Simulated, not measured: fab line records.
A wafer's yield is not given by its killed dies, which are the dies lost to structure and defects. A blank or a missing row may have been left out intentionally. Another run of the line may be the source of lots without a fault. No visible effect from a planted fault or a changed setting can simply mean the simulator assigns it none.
Which tool did it? + flow sky130 + 18 wafers from 6 lots sampled at 3 of the route's 708 steps

== WHAT EACH GAUGE READ, for each wafer ==
SKY_VIA3_CD_MEAS_12 targets a cd of 200 nm.
| lot  | measured     | on        | cd nm (nm)        |
|------|--------------|-----------|-------------------|
| L157 | day 40 07:11 | cd sem-01 | 201.4 200.8 198.8 |
| L163 | day 41 19:11 | cd sem-01 | 200.6 200.4 199.8 |
| L165 | day 42 14:13 | cd sem-02 | 202.2 202.3 201.0 |
| L169 | day 43 14:03 | cd sem-01 | 201.0 201.1 200.4 |
| L174 | day 44 19:01 | cd sem-02 | 177.7 187.0 165.2 |
| L179 | day 46 02:13 | cd sem-01 | 199.4 198.7 199.9 |

== WHICH TOOL RAN EACH LOT (tool, then ch and the chambers of the sampled wafers, then the start) ==
| lot  | SKY_METAL3_ETCH_17                 | SKY_VIA3_EXPOSE_09                |
|------|------------------------------------|-----------------------------------|
| L157 | rie diel-01 ch 0,2,3, day 39 04:30 | krf scanner-01 ch 0, day 39 19:26 |
| L163 | rie diel-01 ch 1,2,3, day 40 18:02 | krf scanner-02 ch 0, day 41 07:04 |
| L165 | rie diel-01 ch 0,1,3, day 41 12:56 | krf scanner-01 ch 0, day 42 03:31 |
| L169 | rie diel-01 ch 0,1, day 42 13:21   | krf scanner-01 ch 0, day 43 03:10 |
| L174 | rie diel-03 ch 0,1,3, day 43 19:39 | krf scanner-01 ch 0, day 44 07:56 |
| L179 | rie diel-04 ch 0,2,3, day 45 04:20 | krf scanner-02 ch 0, day 45 15:59 |
- SKY_METAL3_ETCH_17: etches SiO2 in C4F8/O2/Ar, stops on TiN, time 3.9 s, target depth 15 nm.
- SKY_VIA3_EXPOSE_09: exposes mask VIM3, target cd 200 nm.

== THE ANSWER, worked out from the rows above alone ==
Rule: the usual values come from the lots themselves. Put in order of their means at a reading, lots are off if they are a third of the lots or fewer, leave a main group of 4 or more, and stand apart from it by a gap of 3 or more times the standard deviation of the main group's means; of several such gaps the widest counts. The tables above print the reading to a certain number of digits; a main group whose means all agree to those digits is not used. A lot without any number at a reading at which 4 lots or more have one is off too. All remaining lots with rows at the step are treated as sound.
Off: L174 (SKY_VIA3_CD_MEAS_12, cd nm). For the main group the mean is 200.5 nm and the standard deviation 0.82.
A tool fits if, at a process step before that reading, it ran every lot that is off, and no sound lot after the first of them. Gauges at SKY_VIA3_CD_MEAS_12: tried the same way as those tools. Can't be told from this: 3 tools fit, rie diel-03 at SKY_METAL3_ETCH_17, krf scanner-01 at SKY_VIA3_EXPOSE_09, cd sem-02 at SKY_VIA3_CD_MEAS_12.

== WHAT HAD BEEN PUT IN BY THE SIMULATOR ==
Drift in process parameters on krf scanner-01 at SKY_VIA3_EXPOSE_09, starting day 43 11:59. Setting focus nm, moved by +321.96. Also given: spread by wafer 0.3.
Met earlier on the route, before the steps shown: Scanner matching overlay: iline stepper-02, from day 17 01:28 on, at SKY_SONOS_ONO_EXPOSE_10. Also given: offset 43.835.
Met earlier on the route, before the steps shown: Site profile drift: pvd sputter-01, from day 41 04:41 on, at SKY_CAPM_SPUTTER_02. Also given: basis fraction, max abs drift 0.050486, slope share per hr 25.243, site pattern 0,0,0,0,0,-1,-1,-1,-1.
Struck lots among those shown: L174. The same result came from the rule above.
